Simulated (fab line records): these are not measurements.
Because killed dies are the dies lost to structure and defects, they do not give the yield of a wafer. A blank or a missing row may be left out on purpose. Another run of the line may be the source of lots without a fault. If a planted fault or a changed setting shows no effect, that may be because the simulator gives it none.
Problem report in the 8D (eight disciplines) form, filled by code	flow sky130	the parts of the form that need people (team, actions taken, sign-off) are left out

## 1. THE ISSUE
Across 2 wafers from 2 lots, METAL5_ALCU_RS at SKY_METAL5_RS_MEAS_05 averages 0.0869 ohm/sq, while fault-free wafers read 0.0271 ohm/sq with a standard deviation of 0.00026. So: +99 or more standard deviations from the usual mean.
The step: measures by four-point-probe.
Seen first at day 47 21:10 on film-metro-03, wafer L763.1. The record holds 30 wafers of 10 lots with a number at this step. Rule for "out", or "out of limits": more than 4 standard deviations from the usual mean. All remaining wafers that have a number are taken as sound.

## 2. WHAT IT IS, AND WHAT IT ISN'T
question	is	is not
which readings at this step	METAL5_ALCU_RS	-
which lots	L763, L765	L746, L748, L751, L753, L754, L755, L760, L767
which wafers of those lots	L763.1, L765.1	L763.2, L763.5, L765.3, L765.4
read on which gauges	film-metro-03	film-metro-02, film-metro-04
when	from day 47 21:10	up to then (23 sound wafers); but 5 sound wafers of L765, L767 came after

## 3. THE SUSPECTS, EACH WITH WHAT RULES IT OUT
Counting: any tool at a process step up to the reading remains a suspect provided it ran every lot that is out. Sound lots after the first of them don't rule it out here, since some wafers of a struck lot are sound.
- ruled out: the gauge at SKY_METAL5_RS_MEAS_05. All the wafers that are out were read on film-metro-03, but those of them that SKY_METAL5_METAL_ETCH_15 has rows for are out there too, on other tools.
- cvd-w-01 at SKY_VIA4_CVD_18 (deposits W, target thk 505 nm, time 152.14 s): kept. It processed each lot that is out (first: L763, day 47 20:23); up to then, its last sound lot is L760 (day 46 20:34).
- pvd-sputter-01 at SKY_METAL5_SPUTTER_00 (material Ti, target thk 15 nm, time 10 s): kept. It processed each lot that is out (first: L763, day 47 21:01); up to then, its last sound lot is L760 (day 46 21:13).
- pvd-sputter-01 at SKY_METAL5_SPUTTER_02 (material AlCu, target thk 1150 nm, time 61.2 s): kept. It processed each lot that is out (first: L763, day 47 21:04); up to then, its last sound lot is L760 (day 46 21:16).
After the count, these remain: cvd-w-01 at SKY_VIA4_CVD_18, pvd-sputter-01 at SKY_METAL5_SPUTTER_00 and pvd-sputter-01 at SKY_METAL5_SPUTTER_02.

## 4. THE CAUSE (what the simulator had put in)
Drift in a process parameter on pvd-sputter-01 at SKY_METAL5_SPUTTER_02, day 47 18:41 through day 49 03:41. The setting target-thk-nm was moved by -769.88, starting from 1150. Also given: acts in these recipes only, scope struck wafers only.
Counting leaves 3 suspects; this tool is one of them.

## 5. THE CHAIN OF EFFECTS, in route order
Rows list readings where the struck wafers' mean (over those with a number) sits beyond 3 standard deviations from the usual. Only readings whose record carries a usual standard deviation are examined. hours: median over the lots of the time between each lot's start at the first step of this table that gives one and its start at this step. sigmas: the change, counted in usual standard deviations.
hours	step	reading	usual	on struck wafers	change	sigmas
0	SKY_METAL5_RS_MEAS_05	METAL5_ALCU_RS	0.0271 ohm/sq	0.0869	+0.0598	+99 or more
0	SKY_METAL5_THK_MEAS_06	METAL5_ALCU_THK	1153 nm	362	-791	-61
19	SKY_METAL5_METAL_ETCH_15	oes-product-au	0.894 a.u.	0.581	-0.314	-60
The process steps in it:
- SKY_METAL5_METAL_ETCH_15: etches the open film in Cl2/BCl3, stops on SiO2, target depth 1260 nm, time 252 s.

## 6. WHAT WOULD HAVE CAUGHT IT SOONER
In this record the first reading out of limits at a measuring or inspecting step was taken at day 47 21:10, 2 hours after the fault began at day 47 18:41.
No tool reading at SKY_METAL5_SPUTTER_02 that has a usual standard deviation in the record was out on any struck wafer, so an alarm limit of 4 standard deviations on those readings would not have fired.
L765, from the lots that are out (2), started SKY_METAL5_SPUTTER_02 on pvd-sputter-01 later than day 47 21:10. A tool hold placed at that time would have kept it from harm.
